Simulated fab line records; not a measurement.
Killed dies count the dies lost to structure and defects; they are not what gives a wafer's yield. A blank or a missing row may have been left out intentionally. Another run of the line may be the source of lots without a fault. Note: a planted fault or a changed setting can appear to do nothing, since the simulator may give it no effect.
Chamber matching + flow sky130 + rieDiel-04 running SKY_VIA1_ETCH_14: 4 sister chambers
The step etches BARC in N2/H2, stops on SiO2, time 45.9 s, target depth 60 nm. 7 wafers are shown with their chamber, then 7 later ones without.

WAFERS WITH THEIR CHAMBER
| wafer  | chamber | drypumpMotorCurrentA (A) | throttleValvePct (%) |
|--------|---------|--------------------------|----------------------|
| L076.4 | 0       | 5.7                      | 13.243               |
| L083.6 | 2       | 5.7                      | 13.218               |
| L090.1 | 3       | 5.2                      | 13.215               |
| L090.2 | 1       | 4.9                      | 13.226               |
| L090.5 | 2       | 5.8                      | 13.213               |
| L093.2 | 1       | 4.9                      | 13.200               |
| L093.4 | 3       | 5.2                      | 13.230               |

WAFERS MISSING THEIR CHAMBER
| wafer  | drypumpMotorCurrentA (A) | throttleValvePct (%) |
|--------|--------------------------|----------------------|
| L093.6 | 5.2                      | 13.218               |
| L097.1 | 5.7                      | 13.226               |
| L097.5 | 4.9                      | 13.217               |
| L097.6 | 5.7                      | 13.223               |
| L096.1 | 5.2                      | 13.216               |
| L096.2 | 5.6                      | 13.225               |
| L096.5 | 5.6                      | 13.220               |

WHICH CHAMBER EACH ONE RAN IN
| wafer  | from the rows above     | in truth |
|--------|-------------------------|----------|
| L093.6 | 3                       | 3        |
| L097.1 | can't be placed: 0 or 2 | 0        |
| L097.5 | 1                       | 1        |
| L097.6 | can't be placed: 2 or 0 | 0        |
| L096.1 | 3                       | 3        |
| L096.2 | can't be placed: 0 or 2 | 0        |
| L096.5 | can't be placed: 0 or 2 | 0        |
Correct placement for 3 of the 7. Can't be placed from these rows: 4 (the true chamber is among the candidates in 4). Placed wrongly: 0.
How it was worked out, from the rows above alone: a wafer's distance from a chamber is the root of the sum, over the readings, of the square of ((its reading less the chamber's mean) divided by the reading's scatter). If the next closest chamber is less than 2 further off than the closest, the wafer can't be placed; otherwise it belongs to the closest. A chamber's mean is the mean of its shown wafers. The scatter: take each reading less its chamber's mean, square it, sum over the shown wafers, divide by the number of wafers less the number of chambers, and take the root.
